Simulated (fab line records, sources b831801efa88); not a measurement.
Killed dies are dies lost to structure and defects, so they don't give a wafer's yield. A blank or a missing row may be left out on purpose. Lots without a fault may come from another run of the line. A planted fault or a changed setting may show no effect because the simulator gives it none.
Problem report in the 8D (eight disciplines) form, filled by code | flow sky130 | the parts of the form that need people (team, actions taken, sign-off) are left out

1. THE PROBLEM
VIA1_W_RS at SKY_VIA1_RS_MEAS_22 reads a mean of 0.609 ohm/sq on 1 wafer of 1 lot; wafers without a fault read 0.427 ohm/sq with a standard deviation of 0.0044. That is +41 standard deviations from the usual mean.
The step: measures by four-point-probe.
First seen on wafer L148.3, day 38 21:48, on film_metro-03. The record holds 30 wafers of 10 lots with a number at this step. Rule for "out", or "out of limits": more than 4 standard deviations from the usual mean. The other wafers with a number count as sound.

2. WHAT IT IS AND WHAT IT IS NOT
question                    | is                | is not
which readings at this step | VIA1_W_RS         | -
which lots                  | L148              | L133, L134, L135, L136, L137, L139, L151, L153, L154
which wafers of those lots  | L148.3            | L148.2, L148.4
read on which gauges        | film_metro-03     | film_metro-01, film_metro-02
when                        | from day 38 21:48 | up to then (20 sound wafers); but 9 sound wafers of L151, L153, L154 came after

3. SUSPECTS, AND WHAT RULES EACH OUT
Counting: a tool at a process step up to the reading stays a suspect if it ran every lot that is out. Sound lots after the first of them don't rule it out here, since some wafers of a struck lot are sound.
- the gauge at SKY_VIA1_RS_MEAS_22: ruled out. All the wafers that are out were read on film_metro-03, but those of them that SKY_VIA1_CMP_24 has rows for are out there too, on other tools.
- rie_diel-04 at SKY_CONTACT_ETCH_18 (etches Si3N4 in CHF3/O2, stops on TiN, time 39 s, target depth 75 nm): kept. It ran the lot that is out, L148 (day 38 21:37); its last sound lot up to then is L136 (day 35 11:25). SKY_CONTACT_ETCH_18 gives no start for some lots, so the hours and the order of its lots are those of SKY_VIA1_SPUTTER_20.
- pvd_sputter-01 at SKY_VIA1_SPUTTER_20 (material TiN, target thk 20 nm, time 80 s): kept. It ran the lot that is out, L148 (day 38 21:37); its last sound lot up to then is L139 (day 36 09:58).
- cvd_w-01 at SKY_VIA1_CVD_21 (deposits W, target thk 270 nm, time 80.902 s): kept. It ran the lot that is out, L148 (day 38 21:41); its last sound lot up to then is L137 (day 35 15:23).
- Within rie_diel-04 at SKY_CONTACT_ETCH_18: the wafers that are out ran in chamber 2; their sound lot-mates ran in chambers 0, 3.
- Within cvd_w-01 at SKY_VIA1_CVD_21: the wafers that are out ran in chamber 1; their sound lot-mates ran in chamber 0.
Left after counting: rie_diel-04 at SKY_CONTACT_ETCH_18, pvd_sputter-01 at SKY_VIA1_SPUTTER_20, cvd_w-01 at SKY_VIA1_CVD_21.

4. THE CAUSE (what the simulator had put in)
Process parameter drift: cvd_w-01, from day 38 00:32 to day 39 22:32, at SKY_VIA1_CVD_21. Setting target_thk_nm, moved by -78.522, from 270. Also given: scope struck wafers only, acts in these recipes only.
Counting left 3 suspects, and this tool is among them.

5. THE CHAIN OF EFFECTS, in route order
Each row: a reading whose mean over the struck wafers that have a number lies more than 3 standard deviations from the usual. Only readings for which the record gives a usual standard deviation are gone through. hours: the time from each lot's start at the first step in this table that gives one to its start at this step, as a median over the lots. sigmas: the change in usual standard deviations.
hours | step                 | reading            | usual        | on struck wafers | change | sigmas
0     | SKY_VIA1_RS_MEAS_22  | VIA1_W_RS          | 0.427 ohm/sq | 0.609            | +0.182 | +41
0     | SKY_VIA1_THK_MEAS_23 | VIA1_W_THK         | 273 nm       | 193              | -80    | -23
0     | SKY_VIA1_CMP_24      | time_to_endpoint_s | 63 s         | 45               | -18    | -5.8
The process steps in it:
- SKY_VIA1_CMP_24: polishes, stops on SiO2, t overpolish 15 s, target thk 0 nm.

6. WHAT WOULD HAVE CAUGHT IT SOONER
In this record the first reading out of limits at a measuring or inspecting step was taken at day 38 21:48, 21 hours after the fault began at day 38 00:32.
Of the tool readings at SKY_VIA1_CVD_21 for which the record gives a usual standard deviation, none was out on any struck wafer, so an alarm limit of 4 standard deviations on them would not have fired.
All the lots that are out (1) had begun SKY_VIA1_CVD_21 on cvd_w-01 by day 38 21:48. A hold on the tool at that time would have spared none of them.
